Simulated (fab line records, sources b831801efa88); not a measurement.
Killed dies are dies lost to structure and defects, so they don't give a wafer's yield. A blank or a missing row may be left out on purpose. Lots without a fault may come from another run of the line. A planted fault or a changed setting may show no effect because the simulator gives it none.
Chamber matching | flow gf180mcu | GF_V5_ETCH_16 on rie_diel-02: 4 sister chambers
The step etches BARC in N2/H2. 20 wafers are shown with their chamber, then 10 later ones without.

WAFERS WITH THEIR CHAMBER
wafer  | chamber | drypump_motor_current_A (A) | oes_product_au (a.u.) | throttle_valve_pct (%)
L076.1 | 0       | 6.3                         | 0.848                 | 13.227
L076.3 | 1       | 5.7                         | 0.854                 | 13.248
L076.5 | 3       | 4.8                         | 0.851                 | 13.233
L083.1 | 0       | 6.3                         | 0.850                 | 13.231
L083.2 | 2       | 5.1                         | 0.863                 | 13.218
L083.4 | 3       | 4.9                         | 0.860                 | 13.232
L084.1 | 2       | 5.1                         | 0.854                 | 13.214
L084.2 | 0       | 6.4                         | 0.845                 | 13.234
L084.6 | 2       | 5.1                         | 0.854                 | 13.227
L085.4 | 3       | 4.9                         | 0.850                 | 13.206
L085.5 | 0       | 6.3                         | 0.856                 | 13.217
L085.6 | 3       | 4.8                         | 0.854                 | 13.225
L087.1 | 1       | 5.7                         | 0.859                 | 13.220
L087.2 | 3       | 4.8                         | 0.858                 | 13.233
L087.3 | 2       | 5.1                         | 0.857                 | 13.232
L087.4 | 2       | 5.1                         | 0.851                 | 13.218
L087.5 | 3       | 4.8                         | 0.859                 | 13.216
L087.6 | 1       | 5.7                         | 0.857                 | 13.223
L090.1 | 3       | 4.9                         | 0.855                 | 13.214
L090.2 | 0       | 6.3                         | 0.858                 | 13.221

SIGNATURES (means of the wafers above)
reading                 | chamber 0 | chamber 1 | chamber 2 | chamber 3 | scatter within a chamber
drypump_motor_current_A | 6.320     | 5.700     | 5.100     | 4.843     | 0.0396
oes_product_au          | 0.85140   | 0.85667   | 0.85580   | 0.85529   | 0.00437
throttle_valve_pct      | 13.22600  | 13.23033  | 13.22180  | 13.22271  | 0.00998
Rule: a wafer's distance from a chamber is the root of the sum, over the readings, of the square of ((its reading less the chamber's mean) divided by the reading's scatter). The wafer belongs to the nearest chamber; if the next one is less than 2 further off, it can't be placed. The scatter: the root of (the sum of the squares of (reading less its chamber's mean) over the shown wafers, divided by (wafers less chambers)).

WAFERS WITHOUT THEIR CHAMBER
wafer  | drypump_motor_current_A (A) | oes_product_au (a.u.) | throttle_valve_pct (%)
L090.5 | 5.7                         | 0.864                 | 13.230
L091.1 | 4.9                         | 0.857                 | 13.224
L091.5 | 5.7                         | 0.849                 | 13.229
L091.6 | 6.4                         | 0.855                 | 13.228
L095.1 | 6.3                         | 0.858                 | 13.219
L095.2 | 5.7                         | 0.862                 | 13.234
L095.3 | 4.9                         | 0.863                 | 13.217
L095.4 | 5.1                         | 0.862                 | 13.239
L095.5 | 4.8                         | 0.859                 | 13.232
L095.6 | 5.1                         | 0.843                 | 13.225

WHICH CHAMBER EACH WENT THROUGH
wafer  | from the rows above | in truth
L090.5 | 1                   | 1
L091.1 | 3                   | 3
L091.5 | 1                   | 1
L091.6 | 0                   | 0
L095.1 | 0                   | 0
L095.2 | 1                   | 1
L095.3 | 3                   | 3
L095.4 | 2                   | 2
L095.5 | 3                   | 3
L095.6 | 2                   | 2
Placed correctly: 10 of 10. Can't be placed from these rows: 0. Placed wrongly: 0.
